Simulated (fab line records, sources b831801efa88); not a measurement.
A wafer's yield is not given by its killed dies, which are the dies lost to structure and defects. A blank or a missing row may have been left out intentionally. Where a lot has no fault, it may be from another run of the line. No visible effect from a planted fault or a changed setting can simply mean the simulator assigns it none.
Comparing a struck lot with a sound one ; flow sky130 ; 22 steps out of a route of 708
Sound: the wafers L672.1, L672.3, L672.4. The struck wafers were L687.1, L687.3, L687.5. The cause comes at the end.
For every step that has rows: the tool of each side, followed by ch and its chambers, followed by its first start. Under that, the readings that differ: sound wafers ; struck wafers ; difference of the means ; sigmas: that difference in standard deviations of wafers without a fault.
alike: words and numbers the same on both sides, and readings whose means are apart by under 2 such deviations; not compared: readings that were withheld, readings missing a value for some wafer, numbers with overlapping values and no deviation given by the record, and bounds like >300 which may hide the same value.
Wherever a step has rows on one side only, a row that says differs or no value, or a row with sigmas, the two part there. When numbers do not overlap yet have no deviation, they are printed without sigmas and do not part them. A reading missing from all wafers of one side parts the sides only when that side holds two or more wafers.

SKY_POLY_GATE_THK_MEAS_21:
  sound on film metro-04 at day 18 07:18; struck on film metro-03 at day 23 18:04
  alike: POLY_GATE_OXIDATION_THK
SKY_POLY_GATE_CD_MEAS_22:
  sound on cd sem-02 at day 18 07:22; struck on cd sem-01 at day 23 18:07
  alike: cd nm
then, 7 steps without rows for these wafers: SKY_LDD_N_DEHYDRATE_00 (time 60 s); SKY_LDD_N_HMDS_01 (prime time 60 s); SKY_LDD_N_COAT_02 (resist thk 300 nm); SKY_LDD_N_SOFTBAKE_03 (time 60 s); SKY_LDD_N_EXPOSE_04 (exposes mask NTM, target cd 840 nm); SKY_LDD_N_PEB_05; SKY_LDD_N_DEVELOP_06 (develop time 60 s).
SKY_LDD_N_OVL_MEAS_07:
  sound on overlay-02 at day 19 13:40; struck on overlay-02 at day 25 00:07
  alike: LDD_N_OVL
then, 2 steps without rows for these wafers: SKY_LDD_N_IMPLANT_08; SKY_LDD_N_IMPLANT_09.
SKY_LDD_N_IMPLANT_10:
  sound on implanter-04 ch 0, day 19 14:00; struck on implanter-04 ch 0, day 25 00:46
then, 5 steps without rows for these wafers: SKY_LDD_N_IMPLANT_11; SKY_LDD_N_IMPLANT_12; SKY_LDD_N_IMPLANT_13; SKY_LDD_N_IMPLANT_14; SKY_LDD_N_IMPLANT_15.
SKY_LDD_N_STRIP_16: strips in O2/N2.
  sound on plasma asher-01 ch 0,1, day 19 14:54; struck on plasma asher-04 ch 0,1, day 25 01:52
reading;sound;struck;difference;sigmas
strip time to endpoint s (s);4.314 4.316 4.319;4.522 4.530 4.539;+0.214;+15
  alike: chamber pressure mTorr, drypump motor current A, o2 flow sccm, oes product au
  not compared: rf hours counter h
SKY_LDD_N_TW_MEAS_17:
  sound on film metro-02 at day 19 15:00; struck on film metro-04 at day 25 01:58
reading;sound;struck;difference;sigmas
LDD_N_TW;2573 2598 2574;2702 2693 2706;+119;+12
then, 1 step without rows for these wafers: SKY_LDD_P_DEHYDRATE_00 (time 60 s).
-- record jumps: 25 days separate the struck wafers' starts on either side; left off in module LDD_P, taken up again in module PAD_OPEN, whose first shown step is the route's number 708 --
SKY_PAD_OPEN_PROBE_99:
  sound on prober-02 at day 47 05:20; struck on prober-01 at day 50 13:48
reading;sound;struck;difference;sigmas
model.etest.tip n.rs ohm sq;435.7 435.3 437.8;380.1 383.1 381.2;-54.8;
model.etest.nfet_01v8_swapped.vt sat v (V);0.6404 0.6357 0.6483;0.6171 0.6205 0.6142;-0.0242;
model.etest.nfet_01v8_turned.vt sat v (V);0.6382 0.6324 0.6475;0.6171 0.6208 0.6163;-0.0213;
model.etest.nfet_01v8_lvt.vt v (V);0.602 0.5966 0.6067;0.5903 0.5918 0.5842;-0.0130;
  alike: killed_at_M0_to_M3, killed_at_M4_up, killed at contacts, killed at front end, killed at other, killed dies, killed open, killed short

== WHERE THEY PART ==
Earliest at SKY_LDD_N_STRIP_16; latest, in this record, at SKY_LDD_N_TW_MEAS_17. Later steps at which nothing parts them and some readings are alike: SKY_PAD_OPEN_PROBE_99.

WHY: the cause the simulator had injected
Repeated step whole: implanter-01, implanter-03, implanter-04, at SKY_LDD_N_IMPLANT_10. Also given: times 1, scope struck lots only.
